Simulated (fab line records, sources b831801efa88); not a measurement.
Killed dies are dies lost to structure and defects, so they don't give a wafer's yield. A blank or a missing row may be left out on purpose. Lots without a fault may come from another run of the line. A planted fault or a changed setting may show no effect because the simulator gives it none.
A struck lot beside a sound one | flow gf180mcu | 15 steps out of a route of 602
Sound: wafers L751.3, L751.5, L751.6. Struck: wafers L759.1, L759.2, L759.4. The cause comes at the end.
At each step with rows: each side's tool, then ch and its chambers, then its first start. Under that, the readings that differ: sound wafers | struck wafers | difference of the means | sigmas: that difference in standard deviations of wafers without a fault.
alike: readings whose means differ by less than 2 such deviations, and words and numbers that are the same on both sides. not compared: withheld readings, readings that some wafer has no value for, bounds like >300 that may hide the same value, and numbers for which the record gives no deviation and whose values overlap.
The two part at a step that has a row with sigmas, a row that says differs or no value, or rows on one side only. Numbers that don't overlap but have no deviation are shown without sigmas and don't part them. A reading that every wafer of one side lacks parts them only if that side has two wafers or more.

first, 6 steps without rows for these wafers: GF_HV_LDD_HMDS_13 (prime time 60 s); GF_HV_LDD_COAT_14 (resist thk 1000 nm); GF_HV_LDD_SOFTBAKE_15 (time 60 s); GF_HV_LDD_EXPOSE_16 (exposes mask Pplus LV AREA, target cd 400 nm); GF_HV_LDD_PEB_17; GF_HV_LDD_DEVELOP_18 (develop time 60 s).
GF_HV_LDD_CD_MEAS_19: target cd 400 nm.
  sound on cd_sem-02, day 11 00:39; struck on cd_sem-02, day 13 14:43
  alike: cd_nm
GF_HV_LDD_OVL_MEAS_20:
  sound on overlay-02, day 11 00:44; struck on overlay-02, day 13 14:50
  alike: HV_LDD_01_OVL
then, 1 step without rows for these wafers: GF_HV_LDD_IMPLANT_21.
GF_HV_LDD_STRIP_22: strips in O2/N2.
  sound on plasma_asher-02 ch 0,1, day 11 00:57; struck on plasma_asher-04 ch 0,1, day 13 15:01
  alike: drypump_motor_current_A, heater_power_w, oes_product_au, strip_time_to_endpoint_s
  not compared: rf_hours_counter_h
GF_HV_LDD_TW_MEAS_23:
  sound on film_metro-04, day 11 01:02; struck on film_metro-01, day 13 15:07
  alike: HV_LDD_2_TW
then, 1 step without rows for these wafers: GF_HV_LDD_DEHYDRATE_24 (time 60 s).
GF_HV_LDD_HMDS_25: prime time 60 s.
  sound on litho_track-03 ch 0, day 11 09:22; struck on litho_track-03 ch 0, day 14 00:52
  reading          | sound                | struck               | difference | sigmas
  prime_temp_c (C) | 120.02 119.97 120.04 | 123.84 124.01 123.81 | +3.88      | +28
  alike: resist_line_temp_C
then, 1 step without rows for these wafers: GF_HV_LDD_COAT_26 (resist thk 1000 nm).
-- the record jumps here: 18 days lie between the struck wafers' starts before and after (it left off in module HV_LDD and takes up again in module PASSIVATION, whose first step shown is number 602 of the route) --
GF_PASSIVATION_PROBE_99:
  the record has rows for the struck wafers here (prober-02, day 31 17:23) and none for the sound ones

WHERE THEY PART
First at GF_HV_LDD_HMDS_25; last, within this record, at GF_PASSIVATION_PROBE_99.

WHY: what the simulator had put in
Process parameter drift: litho_track-03, from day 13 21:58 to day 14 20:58, at GF_HV_LDD_HMDS_25. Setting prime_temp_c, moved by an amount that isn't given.
